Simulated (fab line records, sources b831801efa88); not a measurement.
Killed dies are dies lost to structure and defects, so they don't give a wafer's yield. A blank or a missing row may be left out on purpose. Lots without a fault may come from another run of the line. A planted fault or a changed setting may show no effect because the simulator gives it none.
fab line records | flow sfq_line | part 1 of 2: steps 1 to 28 of 37
record lots=5 wafers=15 last_day=85
route steps=325 shown M6@263 I6@266 M7@281 I7@296
lots that met no fault: from a run of the same line without faults
start_h: hours from the record's first day to the start of the lot's first wafer shown | wait_h: hours since the lot's step before | " the same as in the row above | L1.1+2: a row that stands for several wafers | - no value, or no start given | * or withheld: withheld | < > ~ a bound
route shown NAME@n: a module of which the file shows steps, and the number in the route of the first | usual: mean/standard deviation of fault-free wafers | same: alike in all rows | chamber/n: place in a boat | sites: the reading at each site | _std_site: their standard deviation | _edge_site: outer sites' mean less inner sites' | radius_mm: how far each site lies from the wafer's centre | mask NAME#n: copy n | behind: the tool/chamber that last shaped the wafer | hold: why the lot was held/for how many hours/how that ended | device: the transistor (n, p or np) that didn't switch | end of line: the same wafers' tests at the end of the route | a step without rows: its recipe alone | killed: dies lost to structure and defects at the first sort, not the wafer's yield | map: a wafer's dies, x killed, . not, _ none there
set.NAME: the setting as run; set.NAME@STEP: as run at that earlier step | model.NAME: the simulator's own value behind a step, which no gauge read
lots at some steps of the route; a table a step, a row a wafer
services: from which hour (start_h, from the record's first day; less than 0 if before it) a tool's chamber was out of use, for how many hours, and why
## steps
# step SFQ_TRILAYER_M6_ETCH_METAL_ETCH_162
# recipe target=Nb stop_on=SiO2 mask_material=PR chemistry=Cl2/Ar target_depth_nm=240 icp_w=600 bias_w=80 pressure_mtorr=10 time_s=120
# usual drypump_motor_current_A=5.8/0.63 oes_product_au=0.894/0.0065
# columns lot.wafer tool chamber start_h wait_h drypump_motor_current_A oes_product_au rf_hours_counter_h
L074.1 rie_metal-03 1 1618.66 0.0 6.1 0.901 24
L074.3 " 0 " " 6.6 0.888 -
L074.6 " 0 " " 6.6 0.893 -
L076.1 rie_metal-04 1 1623.46 0.0 5.8 0.881 82
L076.2 " 0 " " 4.8 0.888 94
L076.4 " 1 " " 5.8 0.884 -
L078.1 rie_metal-04 1 1702.14 0.0 5.7 0.897 91
L078.5 " 0 " " 4.8 0.900 -
L078.6 " 1 " " 5.7 0.899 -
L085.2 rie_metal-03 0 1802.55 0.0 6.6 0.892 36
L085.4 " 1 " " 6.1 0.890 -
L085.5 " 0 " " 6.6 0.889 -
L092.1 rie_metal-03 1 1831.06 0.0 6.1 0.888 52
L092.5 " 1 " " 6.1 0.876 -
L092.6 " 0 " " 6.6 0.876 -
# step SFQ_TRILAYER_M6_STRIP_STRIP_163
# recipe gas=O2 power_w=200 platen_temp_c=40 overash_fraction=0.65 chemistry=O2 pressure_mtorr=50
# usual drypump_motor_current_A=5.8/0.63 oes_product_au=1.000/0.008
# columns lot.wafer tool chamber start_h wait_h drypump_motor_current_A oes_product_au rf_hours_counter_h
L074.1 rie_metal-03 1 1618.79 0.1 6.1 1.005 24
L074.3 " 0 " " 6.6 1.008 -
L074.6 " 0 " " 6.7 0.985 -
L076.1 rie_metal-04 1 1623.59 0.1 5.8 0.986 82
L076.2 " 0 " " 4.8 1.012 95
L076.4 " 1 " " 5.8 1.006 -
L078.1 rie_metal-04 1 1702.26 0.1 5.7 1.002 91
L078.5 " 0 " " 4.8 1.006 -
L078.6 " 1 " " 5.8 1.008 -
L085.2 rie_metal-03 0 1802.67 0.1 6.7 0.996 36
L085.4 " 1 " " 6.1 0.984 -
L085.5 " 0 " " 6.6 1.008 -
L092.1 rie_metal-03 1 1831.19 0.1 6.1 1.006 52
L092.5 " 1 " " 6.1 0.999 -
L092.6 " 0 " " 6.6 1.000 -
# step SFQ_TRILAYER_M6_STRIP_SOLV_CLEAN_164
# recipe chemistry=NMP temp_c=70 time_s=600
# columns lot.wafer tool chamber start_h wait_h
L074.1+3+6 wet_bench-04 1,4,0 1619.39 0.4
L076.1+2+4 wet_bench-02 4,7,1 1624.19 0.4
L078.1+5+6 wet_bench-04 5,4,3 1702.86 0.4
L085.2+4+5 wet_bench-04 1,3,4 1803.27 0.4
L092.1+5+6 wet_bench-04 5,4,7 1831.79 0.4
# step SFQ_TRILAYER_I6_DEP_PECVD_165
# recipe material=SiO2 temp_c=150 time_s=111.11 pressure_torr=2.4 rf_w=183.3 precursor=SiH4/N2O target_thk_nm=500
# usual heater_power_w=81/13 susceptor_temp_C=150.00/0.15 throttle_valve_pct=25.6/1.5
# columns lot.wafer tool chamber start_h wait_h heater_power_w susceptor_temp_C throttle_valve_pct
L074.1 pecvd-04 0 1619.56 0.0 58 149.88 28.4
L074.3 " 1 " " 93 150.16 26.1
L074.6 " 2 " " 78 149.90 26.3
L076.1 pecvd-04 2 1624.36 0.0 79 150.05 26.1
L076.2 " 0 " " 56 149.92 28.4
L076.4 " 0 " " 59 150.01 28.8
L078.1 pecvd-02 0 1703.04 0.0 79 149.96 25.5
L078.5 " 2 " " 97 150.03 26.2
L078.6 " 1 " " 70 150.00 24.0
L085.2 pecvd-03 1 1803.45 0.0 76 150.08 24.5
L085.4 " 0 " " 100 149.98 23.1
L085.5 " 0 " " 101 150.10 23.1
L092.1 pecvd-02 2 1831.96 0.0 97 149.99 26.8
L092.5 " 0 " " 79 150.15 25.7
L092.6 " 2 " " 98 150.08 26.9
# step SFQ_TRILAYER_I6_CMP_CMP_166
# recipe material=SiO2 down_force_psi=3 platen_rpm=60 pad_velocity_m_s=0.94248
# usual motor_current_A=10.3/1.2 time_to_endpoint_s=214/6.2
# columns lot.wafer tool chamber start_h wait_h motor_current_A time_to_endpoint_s
L074.1 cmp-02 1 1621.24 1.6 11.4 224
L074.3 " 0 1622.74 3.1 9.5 213
L074.6 " 1 " " 11.1 218
L076.1 cmp-01 3 1625.82 1.4 11.0 209
L076.4 " 0 " " 10.3 213
L076.2 " 2 1627.32 2.9 8.0 215
L078.1 cmp-02 1 1703.62 0.5 11.2 205
L078.5 " 0 1705.12 2.0 9.8 212
L078.6 " 1 " " 11.2 215
L085.4 cmp-02 1 1803.57 0.0 11.5 222
L085.2 " 0 1805.07 1.6 9.9 211
L085.5 " 1 " " 11.4 222
L092.1 cmp-02 3 1832.04 0.0 12.0 213
L092.6 " 3 1834.04 2.0 12.6 211
L092.5 " 0 " " 10.2 215
# step SFQ_I6_BOW_MEAS_941
# recipe mode=bow
# usual I6_BOW=4/11
# columns lot.wafer tool chamber start_h wait_h I6_BOW[um]
L074.1 film_metro-03 - 1624.24 2.5 13
L074.3 " - " " 9
L074.6 " - " " 11
L076.1 film_metro-01 - 1628.82 2.5 5
L076.2 " - " " -13
L076.4 " - " " 2
L078.1 film_metro-01 - 1706.12 2.0 14
L078.5 " - " " 9
L078.6 " - " " 14
L085.2 film_metro-03 - 1806.59 1.0 -5
L085.4 " - " " 3
L085.5 " - " " 0
L092.1 film_metro-02 - 1835.04 2.5 4
L092.5 " - " " 6
L092.6 " - " " 4
# step SFQ_TRILAYER_I6_METRO_MEASURE_167
# usual thk_nm=199.9/0.73
# columns lot.wafer tool chamber start_h wait_h thk_nm
L074.1 film_metro-03 - 1624.36 0.1 199.9
L074.3 " - " " 200.0
L074.6 " - " " 199.2
L076.1 film_metro-01 - 1628.94 0.1 199.6
L076.2 " - " " 199.4
L076.4 " - " " 198.8
L078.1 film_metro-01 - 1706.24 0.1 200.0
L078.5 " - " " 198.5
L078.6 " - " " 199.1
L085.2 film_metro-03 - 1806.89 0.3 200.1
L085.4 " - " " 199.7
L085.5 " - " " 199.5
L092.1 film_metro-02 - 1835.16 0.1 200.2
L092.5 " - " " 198.7
L092.6 " - " " 199.4
# step SFQ_TRILAYER_I6_VIA_LITHO_COAT_174
# recipe resist=BARC spin_rpm=3000 resist_thk_nm=62
# usual spin_speed_rpm=2999.9/2
# columns lot.wafer tool chamber start_h wait_h spin_speed_rpm
L074.1 litho_track-03 0 1625.56 1.0 2999.4
L074.3 " 0 " " 2995.8
L074.6 " 0 " " 2998.7
L076.1 litho_track-03 0 1630.14 1.0 2998.6
L076.2 " 0 " " 2998.6
L076.4 " 0 " " 2999.1
L078.1 litho_track-01 0 1707.44 1.0 2998.7
L078.5 " 0 " " 2997.1
L078.6 " 0 " " 2999.7
L085.2 litho_track-02 0 1808.05 1.0 3002.7
L085.4 " 0 " " 2998.1
L085.5 " 0 " " 3005.5
L092.1 litho_track-02 0 1836.36 1.0 2999.5
L092.5 " 0 " " 2999.9
L092.6 " 0 " " 3001.5
# step SFQ_TRILAYER_I6_VIA_LITHO_COAT_169
# recipe resist=KrF spin_rpm=3000 resist_thk_nm=650
# usual spin_speed_rpm=3000.2/2.2
# columns lot.wafer tool chamber start_h wait_h spin_speed_rpm
L074.1 litho_track-03 0 1625.86 0.2 2999.5
L074.3 " 0 " " 2997.4
L074.6 " 0 " " 2999.4
L076.1 litho_track-03 0 1630.44 0.2 2997.2
L076.2 " 0 " " 2999.1
L076.4 " 0 " " 2996.4
L078.1 litho_track-01 0 1707.74 0.2 3000.8
L078.5 " 0 " " 3001.1
L078.6 " 0 " " 3000.2
L085.2 litho_track-02 0 1808.35 0.2 2999.3
L085.4 " 0 " " 2998.2
L085.5 " 0 " " 3003.2
L092.1 litho_track-02 0 1836.66 0.2 3000.5
L092.5 " 0 " " 3003.4
L092.6 " 0 " " 3000.4
# step SFQ_TRILAYER_I6_VIA_LITHO_SOFTBAKE_173
# recipe temp_c=withheld time_s=withheld resist=KrF
# columns lot.wafer tool chamber start_h wait_h
L074.1+3+6 litho_track-03 0 1626.16 0.2
L076.1+2+4 litho_track-03 0 1630.74 0.2
L078.1+5+6 litho_track-01 0 1708.04 0.2
L085.2+4+5 litho_track-02 0 1808.63 0.2
L092.1+5+6 litho_track-02 0 1836.96 0.2
# step SFQ_TRILAYER_I6_VIA_LITHO_EXPOSE_170
# recipe mask_id=I6 na=0.6 source_shape=conventional sigma_outer=0.65 target_cd_nm=700 dose_mj=21.3
# columns lot.wafer tool chamber start_h wait_h mask
L074.1+3+6 krf_scanner-02 0 1741.70 - I6#0
L076.1+2+4 krf_scanner-02 0 1747.70 - I6#0
L078.1+5+6 krf_scanner-01 0 1819.83 - I6#0
L085.2+4+5 krf_scanner-02 0 1915.84 - I6#0
L092.1+5+6 krf_scanner-02 0 1937.24 - I6#0
# step SFQ_TRILAYER_I6_VIA_LITHO_PEB_172
# recipe peb_temp_c=115 peb_time_s=58.87 resist=KrF
# columns lot.wafer tool chamber start_h wait_h
L074.1+3+6 litho_track-02 0 1742.90 1.0
L076.1+2+4 litho_track-01 0 1748.90 1.0
L078.1+5+6 litho_track-01 0 1821.03 1.0
L085.2+4+5 litho_track-03 0 1916.86 0.8
L092.1+5+6 litho_track-03 0 1938.44 1.0
# step SFQ_TRILAYER_I6_VIA_LITHO_DEVELOP_171
# recipe time_s=60 resist=KrF
# columns lot.wafer tool chamber start_h wait_h
L074.1+3+6 litho_track-02 0 1743.05 0.1
L076.1+2+4 litho_track-01 0 1749.05 0.1
L078.1+5+6 litho_track-01 0 1821.18 0.1
L085.2+4+5 litho_track-03 0 1917.01 0.1
L092.1+5+6 litho_track-03 0 1938.59 0.1
# step SFQ_I6_OVL_MEAS_942
# usual I6_OVL=-1/4.7
# columns lot.wafer tool chamber start_h wait_h I6_OVL[nm]
L074.1 overlay-02 - 1743.20 0.1 0
L074.3 " - " " 1
L074.6 " - " " 4
L076.1 overlay-02 - 1749.20 0.1 -1
L076.2 " - " " -11
L076.4 " - " " -8
L078.1 overlay-01 - 1821.33 0.1 3
L078.5 " - " " -3
L078.6 " - " " -4
L085.2 overlay-02 - 1917.14 0.1 3
L085.4 " - " " 3
L085.5 " - " " 6
L092.1 overlay-01 - 1938.74 0.1 2
L092.5 " - " " 1
L092.6 " - " " -4
# step SFQ_TRILAYER_I6_VIA_BARC_OPEN_VIA_ETCH_235
# recipe mask_material=PR chemistry=O2 target_depth_nm=125 target=BARC source_w=500 bias_w=80 pressure_mtorr=30 time_s=41.7
# usual drypump_motor_current_A=5.9/0.45 oes_product_au=0.685/0.0047
# columns lot.wafer tool chamber start_h wait_h drypump_motor_current_A oes_product_au rf_hours_counter_h
L074.1 rie_diel-02 1 1743.24 0.0 6.4 0.681 1
L074.3 " 3 " " 5.6 0.684 4
L074.6 " 3 " " 5.6 0.692 -
L076.1 rie_diel-01 0 1749.24 0.0 6.8 0.684 14
L076.2 " 3 " " 5.8 0.684 18
L076.4 " 1 " " 6.3 0.677 2
L078.1 rie_diel-04 3 1821.37 0.0 5.8 0.674 22
L078.5 " 1 " " 5.4 0.692 -
L078.6 " 2 " " 5.9 0.686 -
L085.2 rie_diel-04 3 1917.17 0.0 6.0 0.692 2
L085.4 " 0 " " 6.2 0.685 17
L085.5 " 3 " " 5.9 0.685 -
L092.1 rie_diel-01 1 1938.77 0.0 6.3 0.679 4
L092.5 " 0 " " 6.7 0.691 -
L092.6 " 3 " " 5.9 0.680 -
# step SFQ_TRILAYER_I6_VIA_ETCH_VIA_ETCH_172
# recipe target=SiO2 stop_on=Nb mask_material=PR taper_deg=20 chemistry=CHF3 target_depth_nm=260 source_w=500 bias_w=80 pressure_mtorr=30 time_s=withheld
# usual drypump_motor_current_A=5.9/0.45 oes_product_au=0.855/0.0049
# columns lot.wafer tool chamber start_h wait_h drypump_motor_current_A oes_product_au
L074.1 rie_diel-02 1 1743.28 0.0 6.4 0.852
L074.3 " 3 " " 5.6 0.854
L074.6 " 3 " " 5.6 0.854
L076.1 rie_diel-01 0 1749.28 0.0 6.8 0.860
L076.2 " 3 " " 5.7 0.853
L076.4 " 1 " " 6.3 0.855
L078.1 rie_diel-04 3 1821.41 0.0 5.9 0.859
L078.5 " 1 " " 5.4 0.855
L078.6 " 2 " " 5.9 0.854
L085.2 rie_diel-04 3 1917.21 0.0 5.9 0.859
L085.4 " 0 " " 6.2 0.850
L085.5 " 3 " " 5.9 0.853
L092.1 rie_diel-01 1 1938.81 0.0 6.3 0.861
L092.5 " 0 " " 6.8 0.860
L092.6 " 3 " " 5.8 0.861
# step SFQ_TRILAYER_I6_VIA_STRIP_STRIP_173
# recipe gas=O2 power_w=200 platen_temp_c=40 overash_fraction=0.65 chemistry=O2 pressure_mtorr=50
# usual drypump_motor_current_A=5.9/0.52 oes_product_au=1.001/0.0079
# columns lot.wafer tool chamber start_h wait_h drypump_motor_current_A oes_product_au rf_hours_counter_h
L074.1 rie_metal-03 1 1743.39 - 6.1 0.992 41
L074.3 " 1 " " 6.1 1.000 -
L074.6 " 0 " " 6.6 1.000 -
L076.1 rie_metal-03 1 1749.39 - 6.1 0.999 42
L076.2 " 0 " " 6.6 1.007 30
L076.4 " 0 " " 6.6 0.998 -
L078.1 rie_metal-03 1 1821.52 - 6.1 1.003 51
L078.5 " 1 " " 6.1 0.999 -
L078.6 " 0 " " 6.6 1.002 -
L085.2 rie_metal-03 0 1917.33 - 6.6 0.983 55
L085.4 " 0 " " 6.6 1.001 -
L085.5 " 0 " " 6.6 0.995 -
L092.1 rie_metal-03 1 1938.93 - 6.1 0.987 70
L092.5 " 1 " " 6.1 0.996 -
L092.6 " 0 " " 6.6 0.992 -
# step SFQ_TRILAYER_I6_VIA_STRIP_SOLV_CLEAN_174
# recipe chemistry=NMP temp_c=70 time_s=600
# columns lot.wafer tool chamber start_h wait_h
L074.1+3+6 wet_bench-02 2,7,3 1743.99 0.4
L076.1+2+4 wet_bench-02 4,6,3 1749.99 0.4
L078.1+5+6 wet_bench-01 0,6,3 1822.12 0.4
L085.2+4+5 wet_bench-01 1,0,5 1917.93 0.4
L092.1+5+6 wet_bench-02 7,6,3 1939.53 0.4
# step SFQ_TRILAYER_M7_DEP_PRE_CLEAN_176
# recipe gas=Ar time_s=22.5 bias_v=250
# columns lot.wafer tool chamber start_h wait_h
L074.1+3+6 pvd_sputter-03 - 1744.17 0.0
L076.1+2+4 pvd_sputter-06 - 1750.17 0.0
L078.1+5+6 pvd_sputter-06 - 1822.29 0.0
L085.2+4+5 pvd_sputter-03 - 1918.10 0.0
L092.1+5+6 pvd_sputter-05 - 1939.70 0.0
# step SFQ_TRILAYER_M7_DEP_SPUTTER_175
# recipe material=Nb base_pressure_pa=1.33e-06 chamber_pressure_pa=0.1333 substrate_temp_c=20 target_thk_nm=200 power_w=2000 time_s=133.3
# usual cathode_dc_power_W=2000.1/0.4 throttle_valve_pct=29.6/1.2
# columns lot.wafer tool chamber start_h wait_h cathode_dc_power_W throttle_valve_pct
L074.1 pvd_sputter-03 - 1744.20 0.0 1999.9 30.1
L074.3 " - " " 1999.7 27.6
L074.6 " - " " 2000.9 30.1
L076.1 pvd_sputter-06 - 1750.20 0.0 2000.1 28.8
L076.2 " - " " 2000.6 28.1
L076.4 " - " " 1999.6 29.2
L078.1 pvd_sputter-06 - 1822.32 0.0 2000.3 28.8
L078.5 " - " " 2001.0 30.3
L078.6 " - " " 1999.4 28.2
L085.2 pvd_sputter-03 - 1918.13 0.0 2000.1 31.4
L085.4 " - " " 1999.9 30.1
L085.5 " - " " 2000.2 30.2
L092.1 pvd_sputter-05 - 1939.73 0.0 1999.9 28.2
L092.5 " - " " 2000.4 30.3
L092.6 " - " " 1999.9 30.4
# step SFQ_M7_RS_MEAS_943
# recipe thk_meas_gauge=four-point-probe reads=Nb_of_TRILAYER_M7_DEP_SPUTTER_175
# usual M7_NB_RS=0.891/0.0071
# columns lot.wafer tool chamber start_h wait_h M7_NB_RS[ohm/sq]
L074.1 film_metro-01 - 1744.29 0.0 0.887
L074.3 " - " " 0.884
L074.6 " - " " 0.896
L076.1 film_metro-03 - 1750.29 0.0 0.901
L076.2 " - " " 0.899
L076.4 " - " " 0.895
L078.1 film_metro-03 - 1822.41 0.0 0.899
L078.5 " - " " 0.899
L078.6 " - " " 0.905
L085.2 film_metro-03 - 1918.30 0.1 0.896
L085.4 " - " " 0.890
L085.5 " - " " 0.896
L092.1 film_metro-03 - 1939.82 0.0 0.876
L092.5 " - " " 0.885
L092.6 " - " " 0.892
# step SFQ_TRILAYER_M7_LITHO_COAT_182
# recipe resist=BARC spin_rpm=3000 resist_thk_nm=62
# usual spin_speed_rpm=3000.2/2.2
# columns lot.wafer tool chamber start_h wait_h spin_speed_rpm
L074.1 litho_track-04 0 1744.47 0.1 3000.3
L074.3 " 0 " " 3002.8
L074.6 " 0 " " 3005.1
L076.1 litho_track-03 0 1750.47 0.1 3001.8
L076.2 " 0 " " 3000.9
L076.4 " 0 " " 3001.3
L078.1 litho_track-01 0 1822.59 0.1 2998.8
L078.5 " 0 " " 2997.0
L078.6 " 0 " " 2999.5
L085.2 litho_track-04 0 1918.51 0.1 3002.4
L085.4 " 0 " " 3001.6
L085.5 " 0 " " 3001.1
L092.1 litho_track-01 0 1940.00 0.1 2999.0
L092.5 " 0 " " 3000.1
L092.6 " 0 " " 2998.0
# step SFQ_TRILAYER_M7_LITHO_COAT_177
# recipe resist=KrF spin_rpm=3000 resist_thk_nm=600
# usual spin_speed_rpm=3000.6/1.9
# columns lot.wafer tool chamber start_h wait_h spin_speed_rpm
L074.1 litho_track-04 0 1744.77 0.2 2999.1
L074.3 " 0 " " 3000.9
L074.6 " 0 " " 2999.5
L076.1 litho_track-03 0 1750.77 0.2 3003.4
L076.2 " 0 " " 3002.6
L076.4 " 0 " " 3000.5
L078.1 litho_track-01 0 1822.89 0.2 3000.9
L078.5 " 0 " " 3002.3
L078.6 " 0 " " 3002.1
L085.2 litho_track-04 0 1918.81 0.2 3000.6
L085.4 " 0 " " 3000.5
L085.5 " 0 " " 2999.7
L092.1 litho_track-01 0 1940.30 0.2 3000.5
L092.5 " 0 " " 3001.0
L092.6 " 0 " " 3000.0
# step SFQ_TRILAYER_M7_LITHO_SOFTBAKE_181
# recipe temp_c=withheld time_s=withheld resist=KrF
# columns lot.wafer tool chamber start_h wait_h
L074.1+3+6 litho_track-04 0 1745.07 0.2
L076.1+2+4 litho_track-03 0 1751.07 0.2
L078.1+5+6 litho_track-01 0 1823.19 0.2
L085.2+4+5 litho_track-04 0 1919.09 0.2
L092.1+5+6 litho_track-01 0 1940.60 0.2
# step SFQ_TRILAYER_M7_LITHO_EXPOSE_178
# recipe mask_id=M7 na=0.6 source_shape=conventional sigma_outer=0.65 target_cd_nm=500 dose_mj=14.4
# columns lot.wafer tool chamber start_h wait_h mask
L074.1+3+6 krf_scanner-01 0 1745.22 - M7#0
L076.1+2+4 krf_scanner-01 0 1753.72 - M7#0
L078.1+5+6 krf_scanner-02 0 1823.47 - M7#0
L085.2+4+5 krf_scanner-01 0 1921.52 - M7#0
L092.1+5+6 krf_scanner-02 0 1945.72 - M7#0
# step SFQ_TRILAYER_M7_LITHO_PEB_180
# recipe peb_temp_c=115 peb_time_s=60 resist=KrF
# columns lot.wafer tool chamber start_h wait_h
L074.1+3+6 litho_track-03 0 1746.42 1.0
L076.1+2+4 litho_track-04 0 1754.92 1.0
L078.1+5+6 litho_track-01 0 1824.67 1.0
L085.2+4+5 litho_track-01 0 1922.54 0.8
L092.1+5+6 litho_track-01 0 1946.92 1.0
# step SFQ_TRILAYER_M7_LITHO_DEVELOP_179
# recipe time_s=60 resist=KrF
# columns lot.wafer tool chamber start_h wait_h
L074.1+3+6 litho_track-03 0 1746.57 0.1
L076.1+2+4 litho_track-04 0 1755.07 0.1
L078.1+5+6 litho_track-01 0 1824.82 0.1
L085.2+4+5 litho_track-01 0 1922.69 0.1
L092.1+5+6 litho_track-01 0 1947.07 0.1
# step SFQ_M7_OVL_MEAS_945
# usual M7_OVL=1/5.2
# columns lot.wafer tool chamber start_h wait_h M7_OVL[nm]
L074.1 overlay-02 - 1746.72 0.1 0
L074.3 " - " " 1
L074.6 " - " " 2
L076.1 overlay-01 - 1755.22 0.1 -3
L076.2 " - " " 3
L076.4 " - " " 3
L078.1 overlay-02 - 1824.97 0.1 -7
L078.5 " - " " -7
L078.6 " - " " 0
L085.2 overlay-01 - 1922.82 0.1 -1
L085.4 " - " " 4
L085.5 " - " " -2
L092.1 overlay-02 - 1947.22 0.1 4
L092.5 " - " " 8
L092.6 " - " " 7
